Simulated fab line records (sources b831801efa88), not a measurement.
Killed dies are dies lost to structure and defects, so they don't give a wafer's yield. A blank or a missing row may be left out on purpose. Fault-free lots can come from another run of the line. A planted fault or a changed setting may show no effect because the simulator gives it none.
Struck lot and sound lot, side by side / flow sky130 / 15 out of 708 route steps
Sound: the wafers L938.1, L938.2, L938.3. The struck wafers were L954.2, L954.3, L954.4. The cause comes at the end.
Each step with rows lists, per side, the tool, then ch with its chambers, then its first start. Under that, the readings that differ: sound wafers / struck wafers / difference of the means / sigmas: that difference in standard deviations of wafers without a fault.
alike: same words and numbers on both sides, and readings whose means sit less than 2 such deviations apart. not compared: any withheld reading, any reading some wafer has no value for, any bound like >300 that may hide the same value, and any number with overlapping values for which the record gives no deviation.
Wherever a step has rows on one side only, a row that says differs or no value, or a row with sigmas, the two part there. Numbers that have no deviation but don't overlap get no sigmas and don't part them. A reading that every wafer of one side lacks parts them only if that side has two wafers or more.

SKY_POLY_GATE_THK_MEAS_21:
  sound: film metro-01 at day 18 05:04; struck: film metro-01 at day 23 03:16
reading=POLY_GATE_OXIDATION_THK (nm); sound=4.06 4.05 4.06; struck=3.87 3.86 3.90; difference=-0.18; sigmas=-2
SKY_POLY_GATE_CD_MEAS_22:
  sound: cd sem-01 at day 18 05:08; struck: cd sem-01 at day 23 03:20
  alike: cd nm
then, 7 steps without rows for these wafers: SKY_LDD_N_DEHYDRATE_00 (time 60 s); SKY_LDD_N_HMDS_01 (prime time 60 s); SKY_LDD_N_COAT_02 (resist thk 300 nm); SKY_LDD_N_SOFTBAKE_03 (time 60 s); SKY_LDD_N_EXPOSE_04 (exposes mask NTM, target cd 840 nm); SKY_LDD_N_PEB_05; SKY_LDD_N_DEVELOP_06 (develop time 60 s).
SKY_LDD_N_OVL_MEAS_07:
  sound: overlay-01 at day 19 11:26; struck: overlay-01 at day 24 09:28
  alike: LDD_N_OVL
then, 2 steps without rows for these wafers: SKY_LDD_N_IMPLANT_08; SKY_LDD_N_IMPLANT_09.
SKY_LDD_N_IMPLANT_10:
  sound on implanter-01 ch 0, day 19 11:46; struck on implanter-04 ch 0, day 24 09:49
reading=dose ions cm2; sound=7.493e+13 7.518e+13 7.501e+13; struck=6.822e+13 6.834e+13 6.825e+13; difference=-6.770e+12; sigmas=-86
reading=faraday current uA; sound=423 431 426; struck=362 377 392; difference=-50; sigmas=-6
following that, these wafers have no rows for 1 step: SKY_LDD_N_IMPLANT_11.
-- the record jumps here: 26 days lie between the struck wafers' starts before and after (it left off in module LDD_N and takes up again in module PAD_OPEN, whose first step shown is number 708 of the route) --
SKY_PAD_OPEN_PROBE_99:
  only the struck wafers here have rows in the record (prober-01, day 50 02:26); the sound ones have none

== WHERE THEY PART ==
Last at SKY_PAD_OPEN_PROBE_99 as far as this record goes, first at SKY_POLY_GATE_THK_MEAS_21.

WHY: whatever the simulator had introduced
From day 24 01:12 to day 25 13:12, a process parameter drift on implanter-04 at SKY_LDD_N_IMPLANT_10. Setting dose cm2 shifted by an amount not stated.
